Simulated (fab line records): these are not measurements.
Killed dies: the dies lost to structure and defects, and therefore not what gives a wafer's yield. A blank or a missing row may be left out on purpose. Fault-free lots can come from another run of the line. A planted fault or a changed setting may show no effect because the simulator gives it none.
Chamber matching | flow sky130 | SKY_PASSIVATION_CVD_00 on pecvd-03 has 3 sister chambers
The step deposits SiO2, target thk 90 nm. 18 wafers are shown with their chamber, then 9 later ones without.

## EACH WAFER AND ITS CHAMBER
wafer  | chamber | heater_power_w (W)
L077.1 | 0       | 705
L077.2 | 2       | 591
L077.3 | 1       | 598
L077.4 | 0       | 713
L077.5 | 2       | 588
L077.6 | 1       | 600
L080.1 | 1       | 592
L080.2 | 2       | 637
L080.3 | 0       | 656
L080.4 | 0       | 647
L080.5 | 1       | 615
L080.6 | 2       | 647
L081.4 | 0       | 592
L081.5 | 1       | 570
L081.6 | 2       | 701
L087.1 | 1       | 688
L087.4 | 0       | 676
L087.5 | 1       | 687

SIGNATURES, as means of the wafers listed above
reading        | chamber 0 | chamber 1 | chamber 2 | scatter within a chamber
heater_power_w | 664.83    | 621.43    | 632.80    | 46
Rule: for a wafer and a chamber, the distance is found by dividing, reading by reading, the gap between the wafer's reading and the chamber's mean by the reading's scatter, squaring, summing and taking the root. If the next closest chamber is less than 2 further off than the closest, the wafer can't be placed; otherwise it belongs to the closest. The scatter is the square root of a quotient: the sum, over the shown wafers, of each reading's squared deviation from its chamber's mean, divided by wafers minus chambers.

## WAFERS WHOSE CHAMBER IS MISSING
wafer  | heater_power_w (W)
L093.2 | 570
L093.4 | 586
L093.6 | 572
L095.3 | 683
L095.5 | 687
L095.6 | 699
L097.1 | 741
L097.2 | 620
L097.6 | 746

## CHAMBER TAKEN BY EACH
wafer  | from the rows above          | in truth
L093.2 | can't be placed: 1 or 2 or 0 | 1
L093.4 | can't be placed: 1 or 2 or 0 | 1
L093.6 | can't be placed: 1 or 2 or 0 | 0
L095.3 | can't be placed: 0 or 2 or 1 | 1
L095.5 | can't be placed: 0 or 2 or 1 | 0
L095.6 | can't be placed: 0 or 2 or 1 | 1
L097.1 | can't be placed: 0 or 2 or 1 | 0
L097.2 | can't be placed: 1 or 2 or 0 | 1
L097.6 | can't be placed: 0 or 2 or 1 | 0
Placed correctly: 0 of 9. Not placeable from these rows: 9 (in 9, the candidates include the true chamber). Number placed wrongly: 0.
